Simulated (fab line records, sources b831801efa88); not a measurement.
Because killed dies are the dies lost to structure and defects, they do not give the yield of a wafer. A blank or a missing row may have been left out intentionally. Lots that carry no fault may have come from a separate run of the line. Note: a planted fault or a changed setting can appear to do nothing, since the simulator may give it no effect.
The tool behind it: which one?	flow gf180mcu	39 wafers from 13 lots sampled at 5 of the route's 602 steps

WHAT EACH GAUGE READ, for each wafer
GF_MVPSD_OVL_MEAS_07.
lot	measured	on	MVPSD_OVL (nm)
L949	day 5 01:37	overlay-02	1.7 -1.3 -2.3
L951	day 5 11:49	overlay-02	-1.7 -2.3 0.2
L952	day 5 19:11	overlay-01	-0.6 0.4 -0.1
L953	day 6 01:31	overlay-02	2.1 1.3 -0.2
L955	day 6 13:05	overlay-02	-0.5 -0.5 -0.3
L956	day 6 19:26	overlay-02	2.1 0.8 2.3
L957	day 7 03:01	overlay-02	-1.7 -2.3 -2.0
L963	day 8 18:05	overlay-02	0.1 -0.3 -1.3
L964	day 9 01:04	overlay-02	1.2 1.9 0.6
L965	day 9 03:16	overlay-01	-2.2 -1.1 -0.2
L967	day 9 15:49	overlay-01	1.0 -1.8 0.5
L970	day 10 11:04	overlay-02	-0.7 -1.8 -0.2
L971	day 10 11:25	overlay-02	-0.7 0.6 -0.9

GF_VT_IMPLANT_TW_MEAS_43.
lot	measured	on	VT_IMPLANT_4_TW
L949	day 7 13:04	film metro-01	688 687 692
L951	day 8 02:07	film metro-02	695 689 690
L952	day 8 10:14	film metro-01	694 697 692
L953	day 8 17:09	film metro-04	697 700 702
L955	day 9 06:02	film metro-02	697 692 693
L956	day 9 12:58	film metro-04	700 701 700
L957	day 9 21:13	film metro-02	700 696 697
L963	day 11 17:39	film metro-04	874 870 869
L964	day 12 01:53	film metro-04	872 867 873
L965	day 12 03:47	film metro-02	865 870 873
L967	day 12 19:08	film metro-02	701 697 696
L970	day 13 17:52	film metro-02	696 693 696
L971	day 13 17:59	film metro-01	694 697 697

TOOL THAT RAN EACH LOT (tool first, then ch and the chambers of the sampled wafers, then the start)
lot	GF_VT_IMPLANT_STRIP_20	GF_VT_IMPLANT_STRIP_31	GF_VT_IMPLANT_IMPLANT_41
L949	plasma asher-01 ch 0,1, day 6 05:42	plasma asher-01 ch 0,1, day 6 21:00	implanter-02 ch 0, day 7 12:49
L951	plasma asher-02 ch 0,1, day 6 18:08	plasma asher-02 ch 0,1, day 7 10:12	implanter-02 ch 0, day 8 01:52
L952	plasma asher-01 ch 0,1, day 7 02:03	plasma asher-02 ch 0,1, day 7 17:41	implanter-02 ch 0, day 8 10:01
L953	plasma asher-01 ch 0,1, day 7 08:29	plasma asher-04 ch 0,1, day 8 00:17	implanter-02 ch 0, day 8 16:54
L955	plasma asher-04 ch 0,1, day 7 20:36	plasma asher-01 ch 0,1, day 8 12:54	implanter-02 ch 0, day 9 05:49
L956	plasma asher-01 ch 0,1, day 8 03:35	plasma asher-04 ch 0,1, day 8 20:09	implanter-02 ch 0, day 9 12:46
L957	plasma asher-02 ch 0,1, day 8 11:58	plasma asher-04 ch 0,1, day 9 04:13	implanter-04 ch 0, day 9 20:58
L963	plasma asher-02 ch 0,1, day 10 05:06	plasma asher-02 ch 0,1, day 10 22:50	implanter-04 ch 0, day 11 17:07
L964	plasma asher-04 ch 0,1, day 10 12:08	plasma asher-04 ch 1, day 11 06:19	implanter-01 ch 0, day 12 01:17
L965	plasma asher-02 ch 0,1, day 10 13:43	plasma asher-02 ch 0,1, day 11 08:49	implanter-04 ch 0, day 12 03:13
L967	plasma asher-02 ch 0,1, day 11 04:23	plasma asher-01 ch 0,1, day 11 23:47	implanter-02 ch 0, day 12 18:53
L970	plasma asher-04 ch 0,1, day 12 01:07	plasma asher-02 ch 0,1, day 12 20:53	implanter-02 ch 0, day 13 17:37
L971	plasma asher-02 ch 0,1, day 12 01:21	plasma asher-01 ch 0,1, day 12 20:57	implanter-01 ch 0, day 13 17:44
- GF_VT_IMPLANT_STRIP_20: strips in O2/N2.
- GF_VT_IMPLANT_STRIP_31: strips in O2/N2.
- GF_VT_IMPLANT_IMPLANT_41

WHAT THE TOOLS THEMSELVES READ (means of the sampled wafers that have a number; where no wafer has one, the mark that the record gives instead)
GF_VT_IMPLANT_STRIP_20.
lot	tool	drypump motor current A (A)	heater power w (W)	oes product au (a.u.)	strip time to endpoint s (s)
L949	plasma asher-01	5.5	313	0.715	12.67
L951	plasma asher-02	5.3	307	0.720	12.63
L952	plasma asher-01	5.5	317	0.719	12.61
L953	plasma asher-01	5.7	313	0.717	12.62
L955	plasma asher-04	5.4	298	0.720	12.60
L956	plasma asher-01	5.5	322	0.717	12.61
L957	plasma asher-02	5.3	310	0.714	12.59
L963	plasma asher-02	5.1	330	0.715	12.63
L964	plasma asher-04	5.5	309	0.718	12.60
L965	plasma asher-02	5.1	332	0.717	12.59
L967	plasma asher-02	5.3	311	0.715	12.57
L970	plasma asher-04	5.5	308	0.718	12.66
L971	plasma asher-02	5.3	313	0.715	12.54

GF_VT_IMPLANT_STRIP_31.
lot	tool	drypump motor current A (A)	heater power w (W)	oes product au (a.u.)	strip time to endpoint s (s)
L949	plasma asher-01	5.8	316	0.713	12.80
L951	plasma asher-02	5.1	332	0.711	12.82
L952	plasma asher-02	5.1	330	0.713	12.79
L953	plasma asher-04	5.4	305	0.715	12.78
L955	plasma asher-01	5.5	317	0.710	12.81
L956	plasma asher-04	5.4	296	0.707	12.76
L957	plasma asher-04	5.5	309	0.705	12.80
L963	plasma asher-02	5.1	326	0.711	12.81
L964	plasma asher-04	5.4	287	0.715	12.75
L965	plasma asher-02	5.1	332	0.713	12.75
L967	plasma asher-01	5.8	315	0.712	12.79
L970	plasma asher-02	5.1	332	0.711	12.80
L971	plasma asher-01	5.8	312	0.714	12.74

THE ANSWER, worked out from the rows above alone
Rule: the lots themselves supply what counts as usual. The widest of any qualifying gaps counts: lots, ordered by their means at a reading, are off when they make up no more than a third of the lots, leave a main group of 4 or more, and stand apart from it by 3 or more times the standard deviation of that group's means. Not used: any main group whose means are identical at the precision the tables above print for the reading. A lot without any number at a reading at which 4 lots or more have one is off too. All remaining lots with rows at the step are treated as sound. First the gauges in route order, then the tools' own readings, where a lot's mean is used as printed above. The first step at which some lot is off is used, and at that step the reading that is off furthest; a lot without a number counts as furthest.
Off: at GF_VT_IMPLANT_TW_MEAS_43 (VT_IMPLANT_4_TW), L963, L964, L965. The main group has a mean of 696 with a standard deviation of 3.4.
A tool fits if, at a process step before that reading, it ran every lot that is off, and no sound lot after the first of them. Gauges at GF_VT_IMPLANT_TW_MEAS_43: tried the same way as those tools. Not one of the candidates tried fits.

WHAT THE SIMULATOR PUT IN
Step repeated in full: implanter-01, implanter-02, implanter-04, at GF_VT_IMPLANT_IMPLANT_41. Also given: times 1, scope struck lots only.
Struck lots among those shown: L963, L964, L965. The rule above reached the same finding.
